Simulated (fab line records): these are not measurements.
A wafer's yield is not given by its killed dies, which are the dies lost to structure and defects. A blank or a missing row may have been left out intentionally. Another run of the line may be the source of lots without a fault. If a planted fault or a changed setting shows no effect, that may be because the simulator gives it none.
Comparing a struck lot with a sound one || flow sky130 || 17 out of 708 route steps
Sound: wafers L940.2, L940.3, L940.6. Struck: wafers L930.3, L930.4, L930.6. The cause comes at the end.
Each step with rows lists, per side, the tool, then ch with its chambers, then its first start. Under that, the readings that differ: sound wafers || struck wafers || difference of the means || sigmas: that difference in standard deviations of wafers without a fault.
alike: readings with means less than 2 such deviations apart, plus words and numbers identical on both sides. not compared: withheld readings, readings lacking a value on some wafer, bounds such as >300 that could conceal the same value, and numbers that have no deviation in the record and whose values overlap.
The two part at a step that has a row with sigmas, a row that says differs or no value, or rows on one side only. Numbers that don't overlap but have no deviation are shown without sigmas and don't part them. Lack of a reading on every wafer of one side parts them only where that side has two or more wafers.

first, 5 steps without rows for these wafers: SKY_VIA4_COAT_06 (resist thk 1140 nm); SKY_VIA4_SOFTBAKE_07 (time 60 s); SKY_VIA4_EXPOSE_08 (exposes mask VIM4, target cd 800 nm); SKY_VIA4_PEB_09; SKY_VIA4_DEVELOP_10 (develop time 60 s).
SKY_VIA4_OVL_MEAS_11:
  sound on overlay-01, day 48 06:22; struck on overlay-01, day 45 20:30
  alike: VIA4_OVL
SKY_VIA4_ETCH_12: etches SiO2 in C4F8/O2/Ar, stops on TiN, target depth 580 nm.
  sound on rie_diel-03 ch 0,2, day 48 06:24; struck on rie_diel-02 ch 1,3, day 45 20:31
  alike: oes_product_au
SKY_VIA4_STRIP_13: strips in O2/N2.
  sound on plasma_asher-04 ch 0,1, day 48 06:28; struck on plasma_asher-01 ch 0,1, day 45 20:38
{"reading": "drypump_motor_current_A (A)", "sound": "4.9 5.5 4.9", "struck": "5.9 6.0 6.1", "difference": "+0.9", "sigmas": "+3"}
  alike: oes_product_au, strip_time_to_endpoint_s
  not compared: rf_hours_counter_h
then, 3 steps without rows for these wafers: SKY_VIA4_STRIP_14 (strips in post etch residue remover, time 1200 s); SKY_VIA4_CLEAN_15 (cleans in IPA, time 180 s); SKY_VIA4_CLEAN_16 (cleans in O3/DIW).
SKY_VIA4_SPUTTER_17: material TiN, target thk 20 nm, time 80 s.
  sound on pvd_sputter-01, day 48 07:04; struck on pvd_sputter-01, day 45 21:11
  alike: cathode_dc_power_W, throttle_valve_pct
SKY_VIA4_CVD_18: deposits W, target thk 505 nm, time 152.14 s.
  sound on cvd_w-01 ch 0,1, day 48 07:07; struck on cvd_w-01 ch 0,1, day 45 21:37
  alike: heater_power_w
SKY_VIA4_RS_MEAS_19: a four-point-probe measurement.
  sound on film_metro-04, day 48 07:17; struck on film_metro-02, day 45 21:57
{"reading": "VIA4_W_RS (ohm/sq)", "sound": "0.2235 0.2229 0.2214", "struck": "0.1120 0.1114 0.1120", "difference": -0.1108, "sigmas": -44}
SKY_VIA4_THK_MEAS_20: measures by xrf.
  sound on film_metro-04, day 48 07:24; struck on film_metro-02, day 45 22:03
{"reading": "VIA4_W_THK (nm)", "sound": "514 511 515", "struck": "- - -", "difference": "no value on the struck wafers", "sigmas": ""}
SKY_VIA4_CMP_21: polishes, stops on SiO2, t overpolish 25 s, target thk 0 nm.
  sound on cmp-02 ch 0,1, day 48 07:27; struck on cmp-02 ch 1,2,3, day 45 22:08
{"reading": "time_to_endpoint_s (s)", "sound": "123.0 128.8 126.5", "struck": "241.4 244.7 240.5", "difference": "+116.1", "sigmas": "+39"}
  alike: motor_current_A, overpolish_run_s, slurry_filter_dp_kPa
SKY_METAL5_SPUTTER_00: material Ti, target thk 15 nm, time 10 s.
  sound on pvd_sputter-02, day 48 07:45; struck on pvd_sputter-02, day 45 22:23
  alike: cathode_dc_power_W, throttle_valve_pct

## WHERE THEY PART
Earliest at SKY_VIA4_STRIP_13; latest, in this record, at SKY_VIA4_CMP_21. Later steps at which nothing parts them and some readings are alike: SKY_METAL5_SPUTTER_00.

WHY: the cause the simulator had injected
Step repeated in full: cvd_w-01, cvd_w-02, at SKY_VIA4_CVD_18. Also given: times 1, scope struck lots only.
